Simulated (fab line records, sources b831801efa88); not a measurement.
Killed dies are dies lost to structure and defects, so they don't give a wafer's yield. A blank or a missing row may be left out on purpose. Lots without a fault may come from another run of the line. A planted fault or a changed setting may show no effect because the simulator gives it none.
A sampling plan put to the test | flow gf180mcu | one fab line, 15 faults that these records tell of, each judged on the records of the lots that it struck
The plan is the line's own looks: the steps of the route at which a gauge or an inspection reads the wafer and doesn't change it. A look can be judged if struck wafers have a number there and the file gives its usual mean and standard deviation on fault-free wafers. Caught: at a look after the fault's first step, the mean of the struck wafers lies 4 or more of those standard deviations (sigma) from the usual mean. On the tool: the same test on the tool's own readings at the fault's steps. Another recipe on the struck wafers, or a record that is blank for them alone, also counts as caught.

THE FAULTS, as the simulator had put them in
1. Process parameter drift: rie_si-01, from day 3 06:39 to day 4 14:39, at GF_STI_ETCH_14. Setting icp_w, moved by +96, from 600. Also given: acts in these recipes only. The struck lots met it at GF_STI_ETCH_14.
2. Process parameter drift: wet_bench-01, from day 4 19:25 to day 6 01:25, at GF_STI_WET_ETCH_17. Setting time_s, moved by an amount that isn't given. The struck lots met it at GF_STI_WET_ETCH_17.
3. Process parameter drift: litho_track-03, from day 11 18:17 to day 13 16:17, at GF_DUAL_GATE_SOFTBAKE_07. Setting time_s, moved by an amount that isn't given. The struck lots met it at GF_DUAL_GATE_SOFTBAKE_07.
4. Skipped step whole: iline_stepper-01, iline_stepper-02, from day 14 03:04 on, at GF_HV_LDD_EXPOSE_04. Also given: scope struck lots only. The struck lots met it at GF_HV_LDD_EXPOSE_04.
5. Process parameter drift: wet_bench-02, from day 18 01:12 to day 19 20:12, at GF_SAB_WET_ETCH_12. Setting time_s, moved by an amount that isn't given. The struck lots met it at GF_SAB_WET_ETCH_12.
6. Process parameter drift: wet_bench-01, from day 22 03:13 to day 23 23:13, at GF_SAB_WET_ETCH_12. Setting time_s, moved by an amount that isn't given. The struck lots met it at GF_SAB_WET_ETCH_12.
7. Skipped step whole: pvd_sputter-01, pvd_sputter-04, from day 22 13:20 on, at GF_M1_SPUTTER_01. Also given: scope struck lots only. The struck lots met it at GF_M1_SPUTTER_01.
8. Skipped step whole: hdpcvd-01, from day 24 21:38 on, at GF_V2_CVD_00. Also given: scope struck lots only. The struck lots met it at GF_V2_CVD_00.
9. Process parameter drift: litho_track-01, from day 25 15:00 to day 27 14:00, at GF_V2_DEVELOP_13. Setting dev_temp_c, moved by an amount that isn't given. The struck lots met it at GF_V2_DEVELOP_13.
10. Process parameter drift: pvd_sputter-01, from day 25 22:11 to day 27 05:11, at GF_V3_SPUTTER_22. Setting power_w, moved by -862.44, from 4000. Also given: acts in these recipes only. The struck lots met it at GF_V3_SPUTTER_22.
11. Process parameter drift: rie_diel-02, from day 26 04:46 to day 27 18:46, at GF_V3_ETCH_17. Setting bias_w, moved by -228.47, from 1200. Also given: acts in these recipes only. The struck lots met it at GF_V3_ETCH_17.
12. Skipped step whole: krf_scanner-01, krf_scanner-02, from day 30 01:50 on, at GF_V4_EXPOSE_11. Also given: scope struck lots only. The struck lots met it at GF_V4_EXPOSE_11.
13. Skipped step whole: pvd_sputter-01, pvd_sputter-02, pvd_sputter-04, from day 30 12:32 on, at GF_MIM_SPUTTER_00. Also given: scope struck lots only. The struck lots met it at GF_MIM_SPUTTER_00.
14. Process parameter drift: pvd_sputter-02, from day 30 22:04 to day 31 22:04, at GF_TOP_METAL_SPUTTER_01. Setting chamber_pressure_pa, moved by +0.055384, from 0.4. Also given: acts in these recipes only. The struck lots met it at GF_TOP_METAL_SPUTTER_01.
15. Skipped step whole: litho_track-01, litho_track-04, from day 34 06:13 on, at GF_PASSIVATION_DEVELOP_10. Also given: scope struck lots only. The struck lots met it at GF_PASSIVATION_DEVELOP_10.

WHAT THE PLAN SAW
fault | on the tool itself                               | first look that catches it                      | reading, sigma | median hours from its first step to that look | hours from the fault's start to the first struck lot there | judged looks passed uncaught
1     | rf_fwd_power_W +50 sigma                         | not the one look that can be judged after it    | -              | -                                             | -                                                          | 1
2     | run_length_s -88 sigma                           | none of the 2 looks that can be judged after it | -              | -                                             | -                                                          | 2
3     | run_length_s +14 sigma                           | no look after it can be judged                  | -              | -                                             | -                                                          | 0
4     | no reading that can be judged                    | not the one look that can be judged after it    | -              | -                                             | -                                                          | 1
5     | run_length_s -97 sigma                           | no look after it can be judged                  | -              | -                                             | -                                                          | 0
6     | run_length_s -42 sigma                           | no look after it can be judged                  | -              | -                                             | -                                                          | 0
7     | the tool's record is blank for the struck wafers | not the one look that can be judged after it    | -              | -                                             | -                                                          | 1
8     | the tool's record is blank for the struck wafers | no look after it can be judged                  | -              | -                                             | -                                                          | 0
9     | developer_temp_C -8.5 sigma                      | no look after it can be judged                  | -              | -                                             | -                                                          | 0
10    | cathode_dc_power_W -99 or beyond sigma           | no look after it can be judged                  | -              | -                                             | -                                                          | 0
11    | bias_w -61 sigma                                 | not the one look that can be judged after it    | -              | -                                             | -                                                          | 1
12    | no reading that can be judged                    | no look after it can be judged                  | -              | -                                             | -                                                          | 0
13    | the tool's record is blank for the struck wafers | not the one look that can be judged after it    | -              | -                                             | -                                                          | 1
14    | chamber_pressure_pa +69 sigma                    | no look after it can be judged                  | -              | -                                             | -                                                          | 0
15    | the tool's record is blank for the struck wafers | no look after it can be judged                  | -              | -                                             | -                                                          | 0
A dash: the fault isn't caught, or these records don't give the number.

Caught at a look: 0 of 15. Caught on the tool: 13 of 15. By one or the other: 13 of 15.
Caught on the tool alone: faults 1, 2, 3, 5, 6, 7, 8, 9, 10, 11, 13, 14, 15.
Caught by neither: faults 4, 12.
